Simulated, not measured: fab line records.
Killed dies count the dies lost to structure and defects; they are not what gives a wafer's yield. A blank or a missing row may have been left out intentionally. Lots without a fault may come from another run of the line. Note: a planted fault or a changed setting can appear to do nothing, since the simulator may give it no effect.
Struck lot and sound lot, side by side / flow sky130 / 16 out of 708 route steps
Sound: the wafers L354.1, L354.5, L354.6. Wafers L362.1, L362.4, L362.5 were the ones struck. The cause comes at the end.
For every step that has rows: the tool of each side, followed by ch and its chambers, followed by its first start. Under that, the readings that differ: sound wafers / struck wafers / difference of the means / sigmas: that difference in standard deviations of wafers without a fault.
alike: a reading whose means differ by less than 2 such deviations, as well as words and numbers matching on both sides. not compared: withheld readings; readings where some wafer has no value; bounds like >300 that might hide an equal value; numbers whose values overlap and for which the record gives no deviation.
A row with sigmas, a row that says differs or no value, or rows on one side alone: a step with any of these is where the two part. Numbers that have no deviation but don't overlap get no sigmas and don't part them. A reading that every wafer of one side lacks parts them only if that side has two wafers or more.

SKY_VIA2_CMP_02: polishes SiO2.
  sound on cmp-01 ch 1,2, day 36 20:47; struck on cmp-01 ch 0,3, day 38 19:58
  alike: motor_current_A
SKY_VIA2_BOW_MEAS_03:
  sound: film_metro-01 at day 36 21:02; struck: film_metro-04 at day 38 20:13
  alike: VIA2_BOW
then, 8 steps without rows for these wafers: SKY_VIA2_DEHYDRATE_04 (time 60 s); SKY_VIA2_HMDS_05 (prime time 60 s); SKY_VIA2_COAT_06 (resist thk 60 nm); SKY_VIA2_COAT_07 (resist thk 450 nm); SKY_VIA2_SOFTBAKE_08 (time 90 s); SKY_VIA2_EXPOSE_09 (exposes mask VIM2, target cd 200 nm); SKY_VIA2_PEB_10; SKY_VIA2_DEVELOP_11 (develop time 60 s).
SKY_VIA2_CD_MEAS_12 targets a cd of 200 nm.
  sound: cd_sem-02 at day 37 22:52; struck: cd_sem-02 at day 39 21:26
  alike: cd_nm
SKY_VIA2_OVL_MEAS_13:
  sound: overlay-01 at day 37 22:59; struck: overlay-01 at day 39 21:34
  alike: VIA2_OVL
SKY_VIA2_ETCH_14: etches BARC in N2/H2, stops on SiO2, time 45.9 s, target depth 60 nm.
  sound on rie_diel-02 ch 1,2, day 37 23:01; struck on rie_diel-02 ch 1,2,3, day 39 21:36
reading=model.KrF-thick_of_VIA2_COAT_07.thk_nm (nm); sound=393.8 392.5 393.3; struck=400.9 401.1 400.4; difference=+7.6; sigmas=
  alike: drypump_motor_current_A, oes_product_au, rf_fwd_power_W, throttle_valve_pct
  not compared: rf_hours_counter_h
SKY_VIA2_ETCH_15: etches SiO2 in C4F8/O2/Ar, stops on TiN, target depth 546 nm, time 84 s.
  sound on rie_diel-02 ch 1,2, day 37 23:04; struck on rie_diel-02 ch 1,2,3, day 39 21:38
reading=model.KrF-thick_of_VIA2_COAT_07.thk_nm (nm); sound=281.6 279.7 280.8; struck=288.6 291.9 288.7; difference=+9.0; sigmas=
  alike: oes_product_au, rf_fwd_power_W
  not compared: rf_hours_counter_h
SKY_VIA2_STRIP_16: strips in O2/N2.
  sound on plasma_asher-02 ch 0,1, day 37 23:07; struck on plasma_asher-01 ch 0,1, day 39 21:42
reading=strip_time_to_endpoint_s (s); sound=4.04 4.00 4.02; struck=4.09 4.14 4.12; difference=+0.10; sigmas=+3
  alike: drypump_motor_current_A, oes_product_au
  not compared: rf_hours_counter_h
-- the record jumps here: 9 days lie between the struck wafers' starts before and after (it left off in module VIA2 and takes up again in module PAD_OPEN, whose first step shown is number 708 of the route) --
SKY_PAD_OPEN_PROBE_99:
  sound: prober-02 at day 47 02:25; struck: prober-02 at day 48 15:21
reading=killed_at_front_end; sound=23 19 16; struck=8 13 5; difference=-11; sigmas=-2
  alike: defect_limited_yield, killed_at_M0_to_M3, killed_at_M4_up, killed_at_contacts, killed_at_other, killed_dies, killed_on_rim, killed_open, killed_short, sort_bin_3_pad_short, sort_bin_5_function, sort_bin_6_memory, sort_n_pass, sort_yield_pct

== WHERE THEY PART ==
At SKY_VIA2_STRIP_16 first; at SKY_PAD_OPEN_PROBE_99 last (within this record only).

WHY: what the simulator had put in
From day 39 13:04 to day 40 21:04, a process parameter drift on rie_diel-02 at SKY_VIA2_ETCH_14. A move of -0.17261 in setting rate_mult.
